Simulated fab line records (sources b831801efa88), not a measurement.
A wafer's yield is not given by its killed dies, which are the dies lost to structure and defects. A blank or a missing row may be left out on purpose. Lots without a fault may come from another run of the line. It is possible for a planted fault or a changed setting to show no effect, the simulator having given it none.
fab line records / flow sky130
record: lots: 14 wafers: 42 lastDay: 48
route steps=708 shown METAL2@485 VIA2@508
lots that met no fault: from a run of the same line without faults
startH: hours from the record's opening day to when the first of the lot's shown wafers began / waitH: hours since the lot's step before / " the same as in the row above / L1.1+2: one row covering several wafers at once / - no value, or no start given / * or withheld: withheld / < > ~ a bound
route shown NAME@n: a module of which the file shows steps, and the number in the route of the first / usual: mean/standard deviation taken from wafers without a fault / same: alike in all rows / chamber/n: place in a boat / sites: each site's reading / _std_site: the values' standard deviation / _edge_site: outer sites' mean less inner sites' / radiusMm: how far each site lies from the wafer's centre / mask NAME#n: copy n / behind: tool/chamber where the wafer was last shaped / hold: the reason the lot was held/the length of the hold in hours/how it ended / device: the transistor (n, p or np) that didn't switch / end of line: tests run on the same wafers once the route is complete / step lacking rows: just its recipe / killed: dies lost to structure and defects at the first sort, not the wafer's yield / map: per-die view of a wafer (x killed, . not killed, _ where there is no die)
set.NAME: the setting the step ran with; set.NAME@STEP: the setting that earlier step ran with / model.NAME: the simulator's own value behind a step, which no gauge read
steps of the route over a sample of lots; a table a step, a row a wafer
services: the hour from which a tool's chamber was out of use, counted from the record's first day as startH (under 0 if before that day), plus the number of hours and why
== steps ==
step: SKY_METAL2_SPUTTER_02
recipe: material: AlCu targetThkNm: 250 powerW: 10600 timeS: 12.9 chamberPressurePa: 0.4
usual: throttleValvePct: 29.7/0.97
lot.wafer=L494.1 tool=pvdSputter-03 chamber=- startH=782.85 waitH=0.0 throttleValvePct=28.1
lot.wafer=L494.3 tool=pvdSputter-03 chamber=- startH=782.85 waitH=0.0 throttleValvePct=29.9
lot.wafer=L494.5 tool=pvdSputter-03 chamber=- startH=782.85 waitH=0.0 throttleValvePct=28.9
lot.wafer=L495.3 tool=pvdSputter-02 chamber=- startH=812.10 waitH=0.0 throttleValvePct=30.8
lot.wafer=L495.4 tool=pvdSputter-02 chamber=- startH=812.10 waitH=0.0 throttleValvePct=31.5
lot.wafer=L495.5 tool=pvdSputter-02 chamber=- startH=812.10 waitH=0.0 throttleValvePct=30.3
lot.wafer=L497.1 tool=pvdSputter-02 chamber=- startH=836.35 waitH=0.0 throttleValvePct=30.4
lot.wafer=L497.3 tool=pvdSputter-02 chamber=- startH=836.35 waitH=0.0 throttleValvePct=30.7
lot.wafer=L497.5 tool=pvdSputter-02 chamber=- startH=836.35 waitH=0.0 throttleValvePct=29.9
lot.wafer=L498.3 tool=pvdSputter-03 chamber=- startH=851.93 waitH=0.0 throttleValvePct=29.3
lot.wafer=L498.4 tool=pvdSputter-03 chamber=- startH=851.93 waitH=0.0 throttleValvePct=28.3
lot.wafer=L498.6 tool=pvdSputter-03 chamber=- startH=851.93 waitH=0.0 throttleValvePct=30.3
lot.wafer=L499.1 tool=pvdSputter-03 chamber=- startH=854.05 waitH=0.0 throttleValvePct=29.2
lot.wafer=L499.3 tool=pvdSputter-03 chamber=- startH=854.05 waitH=0.0 throttleValvePct=29.5
lot.wafer=L499.5 tool=pvdSputter-03 chamber=- startH=854.05 waitH=0.0 throttleValvePct=28.0
lot.wafer=L501.1 tool=pvdSputter-02 chamber=- startH=855.46 waitH=0.0 throttleValvePct=31.6
lot.wafer=L501.4 tool=pvdSputter-02 chamber=- startH=855.46 waitH=0.0 throttleValvePct=30.1
lot.wafer=L501.6 tool=pvdSputter-02 chamber=- startH=855.46 waitH=0.0 throttleValvePct=30.4
lot.wafer=L500.1 tool=pvdSputter-03 chamber=- startH=857.04 waitH=0.0 throttleValvePct=28.2
lot.wafer=L500.2 tool=pvdSputter-03 chamber=- startH=857.04 waitH=0.0 throttleValvePct=30.2
lot.wafer=L500.6 tool=pvdSputter-03 chamber=- startH=857.04 waitH=0.0 throttleValvePct=29.3
lot.wafer=L503.1 tool=pvdSputter-01 chamber=- startH=857.65 waitH=0.0 throttleValvePct=28.5
lot.wafer=L503.2 tool=pvdSputter-01 chamber=- startH=857.65 waitH=0.0 throttleValvePct=30.9
lot.wafer=L503.6 tool=pvdSputter-01 chamber=- startH=857.65 waitH=0.0 throttleValvePct=29.7
lot.wafer=L504.1 tool=pvdSputter-03 chamber=- startH=875.40 waitH=0.0 throttleValvePct=28.9
lot.wafer=L504.2 tool=pvdSputter-03 chamber=- startH=875.40 waitH=0.0 throttleValvePct=28.3
lot.wafer=L504.3 tool=pvdSputter-03 chamber=- startH=875.40 waitH=0.0 throttleValvePct=29.4
lot.wafer=L506.2 tool=pvdSputter-03 chamber=- startH=884.07 waitH=0.0 throttleValvePct=29.3
lot.wafer=L506.3 tool=pvdSputter-03 chamber=- startH=884.07 waitH=0.0 throttleValvePct=30.4
lot.wafer=L506.6 tool=pvdSputter-03 chamber=- startH=884.07 waitH=0.0 throttleValvePct=30.0
lot.wafer=L508.2 tool=pvdSputter-03 chamber=- startH=903.80 waitH=0.0 throttleValvePct=29.4
lot.wafer=L508.3 tool=pvdSputter-03 chamber=- startH=903.80 waitH=0.0 throttleValvePct=28.1
lot.wafer=L508.5 tool=pvdSputter-03 chamber=- startH=903.80 waitH=0.0 throttleValvePct=29.2
lot.wafer=L509.1 tool=pvdSputter-02 chamber=- startH=905.32 waitH=0.0 throttleValvePct=31.4
lot.wafer=L509.3 tool=pvdSputter-02 chamber=- startH=905.32 waitH=0.0 throttleValvePct=30.9
lot.wafer=L509.6 tool=pvdSputter-02 chamber=- startH=905.32 waitH=0.0 throttleValvePct=31.1
lot.wafer=L514.1 tool=pvdSputter-01 chamber=- startH=955.40 waitH=0.0 throttleValvePct=29.5
lot.wafer=L514.4 tool=pvdSputter-01 chamber=- startH=955.40 waitH=0.0 throttleValvePct=30.0
lot.wafer=L514.6 tool=pvdSputter-01 chamber=- startH=955.40 waitH=0.0 throttleValvePct=28.3
lot.wafer=L516.3 tool=pvdSputter-02 chamber=- startH=956.37 waitH=0.0 throttleValvePct=30.7
lot.wafer=L516.4 tool=pvdSputter-02 chamber=- startH=956.37 waitH=0.0 throttleValvePct=31.4
lot.wafer=L516.5 tool=pvdSputter-02 chamber=- startH=956.37 waitH=0.0 throttleValvePct=31.6
step: SKY_METAL2_DEVELOP_14
recipe: developTimeS: 60 resist: KrF-thick devTempC: 21
usual: chillPlateTempC: 23.00/0.097 developTimeS: 60/0 developerTempC: 21.00/0.091
lot.wafer=L494.1 tool=lithoTrack-03 chamber=0 startH=809 waitH=- chillPlateTempC=23.00 developTimeS=60 developerTempC=21.02
lot.wafer=L494.3 tool=lithoTrack-03 chamber=0 startH=809 waitH=- chillPlateTempC=23.00 developTimeS=60 developerTempC=21.23
lot.wafer=L494.5 tool=lithoTrack-03 chamber=0 startH=809 waitH=- chillPlateTempC=23.05 developTimeS=60 developerTempC=20.98
lot.wafer=L495.3 tool=lithoTrack-04 chamber=0 startH=838 waitH=- chillPlateTempC=23.04 developTimeS=60 developerTempC=21.03
lot.wafer=L495.4 tool=lithoTrack-04 chamber=0 startH=838 waitH=- chillPlateTempC=23.02 developTimeS=60 developerTempC=20.89
lot.wafer=L495.5 tool=lithoTrack-04 chamber=0 startH=838 waitH=- chillPlateTempC=23.08 developTimeS=60 developerTempC=20.93
lot.wafer=L497.1 tool=lithoTrack-03 chamber=0 startH=862 waitH=- chillPlateTempC=23.02 developTimeS=60 developerTempC=20.92
lot.wafer=L497.3 tool=lithoTrack-03 chamber=0 startH=862 waitH=- chillPlateTempC=23.06 developTimeS=60 developerTempC=21.09
lot.wafer=L497.5 tool=lithoTrack-03 chamber=0 startH=862 waitH=- chillPlateTempC=23.04 developTimeS=60 developerTempC=21.04
lot.wafer=L498.3 tool=lithoTrack-04 chamber=0 startH=877 waitH=- chillPlateTempC=23.10 developTimeS=60 developerTempC=20.98
lot.wafer=L498.4 tool=lithoTrack-04 chamber=0 startH=877 waitH=- chillPlateTempC=23.10 developTimeS=60 developerTempC=20.90
lot.wafer=L498.6 tool=lithoTrack-04 chamber=0 startH=877 waitH=- chillPlateTempC=23.14 developTimeS=60 developerTempC=20.87
lot.wafer=L499.1 tool=lithoTrack-01 chamber=0 startH=878 waitH=- chillPlateTempC=23.00 developTimeS=60 developerTempC=21.11
lot.wafer=L499.3 tool=lithoTrack-01 chamber=0 startH=878 waitH=- chillPlateTempC=23.00 developTimeS=60 developerTempC=20.97
lot.wafer=L499.5 tool=lithoTrack-01 chamber=0 startH=878 waitH=- chillPlateTempC=23.18 developTimeS=60 developerTempC=20.93
lot.wafer=L501.1 tool=lithoTrack-04 chamber=0 startH=881 waitH=- chillPlateTempC=23.04 developTimeS=60 developerTempC=21.10
lot.wafer=L501.4 tool=lithoTrack-04 chamber=0 startH=881 waitH=- chillPlateTempC=23.11 developTimeS=60 developerTempC=21.11
lot.wafer=L501.6 tool=lithoTrack-04 chamber=0 startH=881 waitH=- chillPlateTempC=22.95 developTimeS=60 developerTempC=21.14
lot.wafer=L500.1 tool=lithoTrack-03 chamber=0 startH=882 waitH=- chillPlateTempC=23.05 developTimeS=60 developerTempC=21.10
lot.wafer=L500.2 tool=lithoTrack-03 chamber=0 startH=882 waitH=- chillPlateTempC=23.14 developTimeS=60 developerTempC=21.09
lot.wafer=L500.6 tool=lithoTrack-03 chamber=0 startH=882 waitH=- chillPlateTempC=22.97 developTimeS=60 developerTempC=20.92
lot.wafer=L503.1 tool=lithoTrack-01 chamber=0 startH=883 waitH=- chillPlateTempC=22.98 developTimeS=60 developerTempC=20.91
lot.wafer=L503.2 tool=lithoTrack-01 chamber=0 startH=883 waitH=- chillPlateTempC=23.05 developTimeS=60 developerTempC=20.91
lot.wafer=L503.6 tool=lithoTrack-01 chamber=0 startH=883 waitH=- chillPlateTempC=22.99 developTimeS=60 developerTempC=21.00
lot.wafer=L504.1 tool=lithoTrack-03 chamber=0 startH=900 waitH=- chillPlateTempC=23.11 developTimeS=60 developerTempC=20.97
lot.wafer=L504.2 tool=lithoTrack-03 chamber=0 startH=900 waitH=- chillPlateTempC=22.98 developTimeS=60 developerTempC=21.09
lot.wafer=L504.3 tool=lithoTrack-03 chamber=0 startH=900 waitH=- chillPlateTempC=23.01 developTimeS=60 developerTempC=21.00
lot.wafer=L506.2 tool=lithoTrack-04 chamber=0 startH=909 waitH=- chillPlateTempC=22.99 developTimeS=60 developerTempC=20.99
lot.wafer=L506.3 tool=lithoTrack-04 chamber=0 startH=909 waitH=- chillPlateTempC=23.23 developTimeS=60 developerTempC=20.93
lot.wafer=L506.6 tool=lithoTrack-04 chamber=0 startH=909 waitH=- chillPlateTempC=23.00 developTimeS=60 developerTempC=21.09
lot.wafer=L508.2 tool=lithoTrack-01 chamber=0 startH=928 waitH=- chillPlateTempC=23.02 developTimeS=60 developerTempC=20.95
lot.wafer=L508.3 tool=lithoTrack-01 chamber=0 startH=928 waitH=- chillPlateTempC=23.03 developTimeS=60 developerTempC=20.93
lot.wafer=L508.5 tool=lithoTrack-01 chamber=0 startH=928 waitH=- chillPlateTempC=23.06 developTimeS=60 developerTempC=20.99
lot.wafer=L509.1 tool=lithoTrack-01 chamber=0 startH=930 waitH=- chillPlateTempC=23.03 developTimeS=60 developerTempC=20.77
lot.wafer=L509.3 tool=lithoTrack-01 chamber=0 startH=930 waitH=- chillPlateTempC=22.96 developTimeS=60 developerTempC=21.01
lot.wafer=L509.6 tool=lithoTrack-01 chamber=0 startH=930 waitH=- chillPlateTempC=22.94 developTimeS=60 developerTempC=21.00
lot.wafer=L514.1 tool=lithoTrack-04 chamber=- startH=978 waitH=- chillPlateTempC=- developTimeS=- developerTempC=-
lot.wafer=L514.4 tool=lithoTrack-04 chamber=- startH=978 waitH=- chillPlateTempC=- developTimeS=- developerTempC=-
lot.wafer=L514.6 tool=lithoTrack-04 chamber=- startH=978 waitH=- chillPlateTempC=- developTimeS=- developerTempC=-
lot.wafer=L516.3 tool=lithoTrack-03 chamber=- startH=980 waitH=- chillPlateTempC=- developTimeS=- developerTempC=-
lot.wafer=L516.4 tool=lithoTrack-03 chamber=- startH=980 waitH=- chillPlateTempC=- developTimeS=- developerTempC=-
lot.wafer=L516.5 tool=lithoTrack-03 chamber=- startH=980 waitH=- chillPlateTempC=- developTimeS=- developerTempC=-
step: SKY_METAL2_CD_MEAS_15
recipe: targetCdNm: 140
usual: cdNm: 140.1/1.6
lot.wafer=L494.1 tool=cdSem-02 chamber=- startH=809.50 waitH=- cdNm=138.4
lot.wafer=L494.3 tool=cdSem-02 chamber=- startH=809.50 waitH=- cdNm=140.9
lot.wafer=L494.5 tool=cdSem-02 chamber=- startH=809.50 waitH=- cdNm=139.6
lot.wafer=L495.3 tool=cdSem-01 chamber=- startH=839.03 waitH=- cdNm=142.3
lot.wafer=L495.4 tool=cdSem-01 chamber=- startH=839.03 waitH=- cdNm=140.7
lot.wafer=L495.5 tool=cdSem-01 chamber=- startH=839.03 waitH=- cdNm=141.5
lot.wafer=L497.1 tool=cdSem-01 chamber=- startH=862.80 waitH=- cdNm=141.3
lot.wafer=L497.3 tool=cdSem-01 chamber=- startH=862.80 waitH=- cdNm=140.7
lot.wafer=L497.5 tool=cdSem-01 chamber=- startH=862.80 waitH=- cdNm=141.9
lot.wafer=L498.3 tool=cdSem-02 chamber=- startH=877.78 waitH=- cdNm=140.5
lot.wafer=L498.4 tool=cdSem-02 chamber=- startH=877.78 waitH=- cdNm=140.8
lot.wafer=L498.6 tool=cdSem-02 chamber=- startH=877.78 waitH=- cdNm=140.0
lot.wafer=L499.1 tool=cdSem-01 chamber=- startH=879.04 waitH=- cdNm=137.3
lot.wafer=L499.3 tool=cdSem-01 chamber=- startH=879.04 waitH=- cdNm=137.6
lot.wafer=L499.5 tool=cdSem-01 chamber=- startH=879.04 waitH=- cdNm=139.0
lot.wafer=L501.1 tool=cdSem-01 chamber=- startH=881.34 waitH=- cdNm=138.7
lot.wafer=L501.4 tool=cdSem-01 chamber=- startH=881.34 waitH=- cdNm=140.7
lot.wafer=L501.6 tool=cdSem-01 chamber=- startH=881.34 waitH=- cdNm=140.0
lot.wafer=L500.1 tool=cdSem-01 chamber=- startH=882.20 waitH=- cdNm=138.9
lot.wafer=L500.2 tool=cdSem-01 chamber=- startH=882.20 waitH=- cdNm=140.6
lot.wafer=L500.6 tool=cdSem-01 chamber=- startH=882.20 waitH=- cdNm=139.3
lot.wafer=L503.1 tool=cdSem-02 chamber=- startH=883.64 waitH=- cdNm=137.5
lot.wafer=L503.2 tool=cdSem-02 chamber=- startH=883.64 waitH=- cdNm=137.6
lot.wafer=L503.6 tool=cdSem-02 chamber=- startH=883.64 waitH=- cdNm=136.8
lot.wafer=L504.1 tool=cdSem-01 chamber=- startH=900.95 waitH=- cdNm=139.3
lot.wafer=L504.2 tool=cdSem-01 chamber=- startH=900.95 waitH=- cdNm=139.5
lot.wafer=L504.3 tool=cdSem-01 chamber=- startH=900.95 waitH=- cdNm=138.1
lot.wafer=L506.2 tool=cdSem-02 chamber=- startH=909.56 waitH=- cdNm=139.9
lot.wafer=L506.3 tool=cdSem-02 chamber=- startH=909.56 waitH=- cdNm=140.5
lot.wafer=L506.6 tool=cdSem-02 chamber=- startH=909.56 waitH=- cdNm=138.0
lot.wafer=L508.2 tool=cdSem-01 chamber=- startH=928.91 waitH=- cdNm=140.8
lot.wafer=L508.3 tool=cdSem-01 chamber=- startH=928.91 waitH=- cdNm=140.7
lot.wafer=L508.5 tool=cdSem-01 chamber=- startH=928.91 waitH=- cdNm=139.1
lot.wafer=L509.1 tool=cdSem-01 chamber=- startH=930.59 waitH=- cdNm=142.1
lot.wafer=L509.3 tool=cdSem-01 chamber=- startH=930.59 waitH=- cdNm=140.5
lot.wafer=L509.6 tool=cdSem-01 chamber=- startH=930.59 waitH=- cdNm=142.4
lot.wafer=L514.1 tool=cdSem-02 chamber=- startH=978.99 waitH=- cdNm=-
lot.wafer=L514.4 tool=cdSem-02 chamber=- startH=978.99 waitH=- cdNm=-
lot.wafer=L514.6 tool=cdSem-02 chamber=- startH=978.99 waitH=- cdNm=-
lot.wafer=L516.3 tool=cdSem-01 chamber=- startH=980.49 waitH=- cdNm=-
lot.wafer=L516.4 tool=cdSem-01 chamber=- startH=980.49 waitH=- cdNm=-
lot.wafer=L516.5 tool=cdSem-01 chamber=- startH=980.49 waitH=- cdNm=-
step: SKY_VIA2_THK_MEAS_01
recipe: reads: SiO2_of_VIA2_HDPCVD_00
usual: VIA2_HDPCVD_THK: 1192/10
lot.wafer=L494.1 tool=filmMetro-04 chamber=- startH=810.56 waitH=0.1 VIA2_HDPCVD_THK[nm]=1186
lot.wafer=L494.3 tool=filmMetro-04 chamber=- startH=810.56 waitH=0.1 VIA2_HDPCVD_THK[nm]=1219
lot.wafer=L494.5 tool=filmMetro-04 chamber=- startH=810.56 waitH=0.1 VIA2_HDPCVD_THK[nm]=1212
lot.wafer=L495.3 tool=filmMetro-04 chamber=- startH=840.07 waitH=0.1 VIA2_HDPCVD_THK[nm]=1177
lot.wafer=L495.4 tool=filmMetro-04 chamber=- startH=840.07 waitH=0.1 VIA2_HDPCVD_THK[nm]=1187
lot.wafer=L495.5 tool=filmMetro-04 chamber=- startH=840.07 waitH=0.1 VIA2_HDPCVD_THK[nm]=1194
lot.wafer=L497.1 tool=filmMetro-01 chamber=- startH=863.89 waitH=0.1 VIA2_HDPCVD_THK[nm]=1187
lot.wafer=L497.3 tool=filmMetro-01 chamber=- startH=863.89 waitH=0.1 VIA2_HDPCVD_THK[nm]=1177
lot.wafer=L497.5 tool=filmMetro-01 chamber=- startH=863.89 waitH=0.1 VIA2_HDPCVD_THK[nm]=1207
lot.wafer=L498.3 tool=filmMetro-01 chamber=- startH=879.10 waitH=0.1 VIA2_HDPCVD_THK[nm]=1208
lot.wafer=L498.4 tool=filmMetro-01 chamber=- startH=879.10 waitH=0.1 VIA2_HDPCVD_THK[nm]=1194
lot.wafer=L498.6 tool=filmMetro-01 chamber=- startH=879.10 waitH=0.1 VIA2_HDPCVD_THK[nm]=1190
lot.wafer=L499.1 tool=filmMetro-04 chamber=- startH=880.10 waitH=0.1 VIA2_HDPCVD_THK[nm]=1186
lot.wafer=L499.3 tool=filmMetro-04 chamber=- startH=880.10 waitH=0.1 VIA2_HDPCVD_THK[nm]=1202
lot.wafer=L499.5 tool=filmMetro-04 chamber=- startH=880.10 waitH=0.1 VIA2_HDPCVD_THK[nm]=1187
lot.wafer=L501.1 tool=filmMetro-01 chamber=- startH=882.43 waitH=0.1 VIA2_HDPCVD_THK[nm]=1210
lot.wafer=L501.4 tool=filmMetro-01 chamber=- startH=882.43 waitH=0.1 VIA2_HDPCVD_THK[nm]=1205
lot.wafer=L501.6 tool=filmMetro-01 chamber=- startH=882.43 waitH=0.1 VIA2_HDPCVD_THK[nm]=1197
lot.wafer=L500.1 tool=filmMetro-04 chamber=- startH=883.29 waitH=0.1 VIA2_HDPCVD_THK[nm]=1196
lot.wafer=L500.2 tool=filmMetro-04 chamber=- startH=883.29 waitH=0.1 VIA2_HDPCVD_THK[nm]=1196
lot.wafer=L500.6 tool=filmMetro-04 chamber=- startH=883.29 waitH=0.1 VIA2_HDPCVD_THK[nm]=1196
lot.wafer=L503.1 tool=filmMetro-04 chamber=- startH=884.69 waitH=0.1 VIA2_HDPCVD_THK[nm]=1200
lot.wafer=L503.2 tool=filmMetro-04 chamber=- startH=884.69 waitH=0.1 VIA2_HDPCVD_THK[nm]=1194
lot.wafer=L503.6 tool=filmMetro-04 chamber=- startH=884.69 waitH=0.1 VIA2_HDPCVD_THK[nm]=1197
lot.wafer=L504.1 tool=filmMetro-04 chamber=- startH=902.04 waitH=0.1 VIA2_HDPCVD_THK[nm]=1188
lot.wafer=L504.2 tool=filmMetro-04 chamber=- startH=902.04 waitH=0.1 VIA2_HDPCVD_THK[nm]=1187
lot.wafer=L504.3 tool=filmMetro-04 chamber=- startH=902.04 waitH=0.1 VIA2_HDPCVD_THK[nm]=1195
lot.wafer=L506.2 tool=filmMetro-01 chamber=- startH=910.67 waitH=0.1 VIA2_HDPCVD_THK[nm]=1195
lot.wafer=L506.3 tool=filmMetro-01 chamber=- startH=910.67 waitH=0.1 VIA2_HDPCVD_THK[nm]=1200
lot.wafer=L506.6 tool=filmMetro-01 chamber=- startH=910.67 waitH=0.1 VIA2_HDPCVD_THK[nm]=1194
lot.wafer=L508.2 tool=filmMetro-03 chamber=- startH=930.24 waitH=0.1 VIA2_HDPCVD_THK[nm]=1198
lot.wafer=L508.3 tool=filmMetro-03 chamber=- startH=930.24 waitH=0.1 VIA2_HDPCVD_THK[nm]=1196
lot.wafer=L508.5 tool=filmMetro-03 chamber=- startH=930.24 waitH=0.1 VIA2_HDPCVD_THK[nm]=1193
lot.wafer=L509.1 tool=filmMetro-01 chamber=- startH=931.65 waitH=0.1 VIA2_HDPCVD_THK[nm]=1187
lot.wafer=L509.3 tool=filmMetro-01 chamber=- startH=931.65 waitH=0.1 VIA2_HDPCVD_THK[nm]=1180
lot.wafer=L509.6 tool=filmMetro-01 chamber=- startH=931.65 waitH=0.1 VIA2_HDPCVD_THK[nm]=1196
== services ==
tool=lithoTrack-04 chamber=- startH=838.20 hours=- kind=consumableReplace:filter
tool=pvdSputter-01 chamber=- startH=847.18 hours=9.9 kind=repair
tool=pvdSputter-02 chamber=- startH=882.23 hours=5.3 kind=repair
tool=pvdSputter-01 chamber=- startH=908.48 hours=6.3 kind=repair
tool=pvdSputter-01 chamber=- startH=928.45 hours=2.9 kind=repair
tool=pvdSputter-01 chamber=- startH=935.12 hours=4.5 kind=repair
tool=pvdSputter-03 chamber=- startH=966.55 hours=3.4 kind=repair
== key ==
firstSign: step: SKY_METAL2_DEVELOP_14 reading: toolRecord direction: missing
effect none on later readings
metAt SKY_METAL2_DEVELOP_14
struckLots L514,L516
laterRowsLeftOut L514.1,L514.4,L514.6,L516.3,L516.4,L516.5
sortLeftOut L514.1,L514.4,L514.6,L516.3,L516.4,L516.5
notActingAt SKY_METAL2_SPUTTER_02,SKY_METAL2_CD_MEAS_15,SKY_VIA2_THK_MEAS_01
onsetBetween 909 978
fault: kind: skippedStepWhole tool: lithoTrack-03,lithoTrack-04 chamber: - onsetH: 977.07 steps: SKY_METAL2_DEVELOP_14 scope: struckLotsOnly
sortLeftOut: the simulated sort isn't trusted on such a fault, so these wafers' sort isn't shown, and their yield isn't known
laterRowsLeftOut: the simulator's readings of these wafers behind a module that went badly wrong aren't trusted and aren't shown, but for the sort
